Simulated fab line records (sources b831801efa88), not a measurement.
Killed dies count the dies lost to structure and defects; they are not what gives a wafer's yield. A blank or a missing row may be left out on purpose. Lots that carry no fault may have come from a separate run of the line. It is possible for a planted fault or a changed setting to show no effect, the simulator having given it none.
Which of the tools did it? -- flow sky130 -- 14 lots with 42 wafers sampled at 2 steps, on a route of 708 steps

## WHAT EACH GAUGE READ, for each wafer
No reading from a measuring or inspecting step in the record can be judged against a usual standard deviation.

## EACH LOT AND THE TOOL THAT RAN IT (in order: tool; ch and the chambers of the sampled wafers; start)
lot,SKY_POLY_GATE_ETCH_16,SKY_PAD_OPEN_PROBE_99
L154,"rie_diel-01 ch 0,1,2, day 15 23:02",-
L156,"rie_diel-04 ch 0,1,2, day 17 06:14",-
L157,"rie_diel-04 ch 0,2,3, day 17 19:36",-
L160,"rie_diel-04 ch 0,2,3, day 18 18:20",-
L163,"rie_diel-01 ch 1,2,3, day 19 17:30","prober-02, day 48 00:52"
L164,"rie_diel-01 ch 0,2,3, day 20 03:59","prober-01, day 48 07:52"
L168,"rie_diel-04 ch 0,1,3, day 21 12:05",-
L169,"rie_diel-03 ch 0,2,3, day 21 16:06",-
L171,"rie_diel-03 ch 1,2,3, day 22 13:08",-
L172,"rie_diel-04 ch 0,2,3, day 22 15:41",-
L173,"rie_diel-04 ch 0,2, day 23 08:06",-
L175,"rie_diel-04 ch 2,3, day 24 04:53",-
L176,"rie_diel-01 ch 1,2, day 24 19:56",-
L177,"rie_diel-04 ch 1,2, day 25 11:47",-
- SKY_POLY_GATE_ETCH_16: etches Si3N4 in CH3F/O2, stops on poly-Si, time 147.5 s, target depth 75 nm.
- SKY_PAD_OPEN_PROBE_99

## WHAT THE TOOLS THEMSELVES READ (means of the sampled wafers that have a number; where no wafer has one, the mark that the record gives instead)
SKY_POLY_GATE_ETCH_16. Usual: O2_flow_sccm 30.01 sccm, standard deviation 0.074; ch3f_flow_sccm 40.00 sccm, standard deviation 0.12; drypump_motor_current_A 5.9 A, standard deviation 0.62; oes_product_au 0.640 a.u., standard deviation 0.0057; throttle_valve_pct 10.535 %, standard deviation 0.0087.
lot,tool,O2_flow_sccm (sccm),ch3f_flow_sccm (sccm),drypump_motor_current_A (A),oes_product_au (a.u.),throttle_valve_pct (%),flag
L154,rie_diel-01,30.00,40.11,5.9,0.638,10.542,
L156,rie_diel-04,29.98,39.97,6.5,0.642,10.529,
L157,rie_diel-04,30.04,40.12,5.9,0.641,10.541,
L160,rie_diel-04,30.04,40.00,5.9,0.636,10.529,
L163,rie_diel-01,30.03,40.15,5.6,0.645,10.541,
L164,rie_diel-01,29.95,39.94,5.9,0.639,10.535,
L168,rie_diel-04,30.07,39.95,5.9,0.642,10.532,
L169,rie_diel-03,30.01,40.02,6.0,0.636,10.530,
L171,rie_diel-03,29.97,39.98,5.7,0.642,10.537,
L172,rie_diel-04,30.11,40.13,5.9,0.644,10.533,
L173,rie_diel-04,30.04,39.93,6.1,0.643,10.536,
L175,rie_diel-04,30.00,40.03,6.2,0.633,10.529,
L176,rie_diel-01,29.97,40.03,5.6,0.637,10.532,
L177,rie_diel-04,30.02,40.04,6.8,0.641,10.529,

SKY_PAD_OPEN_PROBE_99. Usual: killed_at_M0_to_M3 44, standard deviation 7.2; killed_at_M4_up 3.4, standard deviation 2.1; killed_at_contacts 24, standard deviation 5.5; killed_at_front_end 15, standard deviation 4.6; killed_at_other 0.4, standard deviation 0.64; killed_dies 86, standard deviation 9.1; killed_on_rim 17, standard deviation 3.8; killed_open 47, standard deviation 7.5; killed_short 39, standard deviation 5.8.
lot,tool,killed_at_M0_to_M3,killed_at_M4_up,killed_at_contacts,killed_at_front_end,killed_at_other,killed_dies,killed_on_rim,killed_open,killed_short,flag
L163,prober-02,44,4.7,27,76,1.0,153,25,53,38,OFF
L164,prober-01,39,5.0,20,71,0.0,135,19,39,33,OFF

## THE ANSWER, worked out from the rows above alone
Rule: take the mean of a lot's wafers that have a number; if it is more than 3 standard deviations from the usual mean, the lot is off. A lot without any number at a reading at which 4 lots or more have one is off too. The other lots that the step has rows for count as sound. Order of review: gauges by route order, followed by the tools' own readings, for which a lot's mean as printed above is used. The first step at which some lot is off is used, and at that step the reading that is off furthest; a lot without a number counts as furthest.
Off, at SKY_PAD_OPEN_PROBE_99 on killed_at_front_end: L163, L164. Neither off nor sound, because the step has no rows for them: L154, L156, L157, L160, L168, L169, L171, L172, L173, L175, L176, L177.
A tool fits if, at that step or a process step before it, it ran every lot that is off, and no sound lot after the first of them. One fits: SKY_POLY_GATE_ETCH_16 on rie_diel-01. It ran no sound lot before its first lot that is off in this sample, so the start can't be narrowed down.

## WHAT THE SIMULATOR HAD INSERTED
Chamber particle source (rie_diel-01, SKY_POLY_GATE_ETCH_16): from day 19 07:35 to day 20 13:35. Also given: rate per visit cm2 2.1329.
Lots struck among those shown: L163, L164. Same finding as the rule above.
